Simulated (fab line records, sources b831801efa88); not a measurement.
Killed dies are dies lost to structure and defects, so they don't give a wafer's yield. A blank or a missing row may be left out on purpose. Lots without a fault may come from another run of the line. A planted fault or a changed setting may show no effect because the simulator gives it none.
A struck lot beside a sound one | flow sfq_line | 14 steps out of a route of 325
Sound: wafers L925.1, L925.2, L925.4. Struck: wafer L936.4. (L936.1, L936.5 of the same lot were not struck and are left out.) The cause comes at the end.
At each step with rows: each side's tool, then ch and its chambers, then its first start. Under that, the readings that differ: sound wafers | struck wafers | difference of the means | sigmas: that difference in standard deviations of wafers without a fault.
alike: readings whose means differ by less than 2 such deviations, and words and numbers that are the same on both sides. not compared: withheld readings, readings that some wafer has no value for, bounds like >300 that may hide the same value, and numbers for which the record gives no deviation and whose values overlap.
The two part at a step that has a row with sigmas, a row that says differs or no value, or rows on one side only. Numbers that don't overlap but have no deviation are shown without sigmas and don't part them. A reading that every wafer of one side lacks parts them only if that side has two wafers or more.

first, 5 steps without rows for these wafers: SFQ_TRILAYER_I4_VIA_LITHO_COAT_103 (resist thk 650 nm); SFQ_TRILAYER_I4_VIA_LITHO_SOFTBAKE_107; SFQ_TRILAYER_I4_VIA_LITHO_EXPOSE_104 (exposes mask I4, target cd 700 nm); SFQ_TRILAYER_I4_VIA_LITHO_PEB_106 (peb time 60 s); SFQ_TRILAYER_I4_VIA_LITHO_DEVELOP_105 (time 60 s).
SFQ_I4_OVL_MEAS_928:
  sound on overlay-01, day 46 15:43; struck on overlay-01, day 54 18:17
  reading     | sound     | struck | difference | sigmas
  I4_OVL (nm) | -5 -12 -9 | 4      | +13        | +2
SFQ_TRILAYER_I4_VIA_BARC_OPEN_VIA_ETCH_146: etches BARC in O2, target depth 125 nm, time 41.7 s.
  sound on rie_diel-01 ch 0,1,3, day 46 15:45; struck on rie_diel-04 ch 3, day 54 18:20
  reading                | sound  | struck | difference | sigmas
  rf_hours_counter_h (h) | 8 4 12 | 14     | +6         |
  alike: chamber_pressure_mTorr, drypump_motor_current_A, oes_product_au
SFQ_TRILAYER_I4_VIA_ETCH_VIA_ETCH_106: etches SiO2 in CHF3, stops on Nb, target depth 260 nm.
  sound on rie_diel-01 ch 0,1,3, day 46 15:47; struck on rie_diel-04 ch 3, day 54 18:22
  alike: chamber_pressure_mTorr, drypump_motor_current_A, oes_product_au
SFQ_TRILAYER_I4_VIA_STRIP_STRIP_107: strips in O2.
  sound on rie_metal-01 ch 0,1, day 46 15:54; struck on rie_metal-04 ch 0, day 54 18:29
  alike: chamber_pressure_mTorr, drypump_motor_current_A, oes_product_au
  not compared: rf_hours_counter_h
then, 2 steps without rows for these wafers: SFQ_TRILAYER_I4_VIA_STRIP_SOLV_CLEAN_108 (cleans in NMP, time 600 s); SFQ_TRILAYER_JJ_TRILAYER_DEP_PRE_CLEAN_113 (time 22.5 s).
SFQ_TRILAYER_JJ_TRILAYER_DEP_SPUTTER_109: material Nb, target thk 150 nm, time 100 s.
  sound on pvd_sputter-06, day 46 16:43; struck on pvd_sputter-03, day 54 19:17
  alike: cathode_dc_power_W, chamber_pressure_pa, throttle_valve_pct
SFQ_TRILAYER_JJ_TRILAYER_DEP_SPUTTER_110: material Al, target thk 8 nm, time 10.16 s.
  sound on pvd_sputter-06, day 46 16:47; struck on pvd_sputter-03, day 54 19:22
  reading                                                      | sound                | struck | difference | sigmas
  cathode_dc_power_W (W)                                       | 500.03 499.96 500.14 | 561.26 | +61.22     | +99 or more
  model.Al_of_TRILAYER_JJ_TRILAYER_DEP_SPUTTER_110.thk_nm (nm) | 8.123 8.137 8.154    | 9.032  | +0.894     |
  alike: chamber_pressure_pa, throttle_valve_pct
then, 1 step without rows for these wafers: SFQ_TRILAYER_JJ_TRILAYER_DEP_AL_OXIDATION_111 (oxidation time 600 s).

WHERE THEY PART
First at SFQ_I4_OVL_MEAS_928; last, within this record, at SFQ_TRILAYER_JJ_TRILAYER_DEP_SPUTTER_110.

WHY: what the simulator had put in
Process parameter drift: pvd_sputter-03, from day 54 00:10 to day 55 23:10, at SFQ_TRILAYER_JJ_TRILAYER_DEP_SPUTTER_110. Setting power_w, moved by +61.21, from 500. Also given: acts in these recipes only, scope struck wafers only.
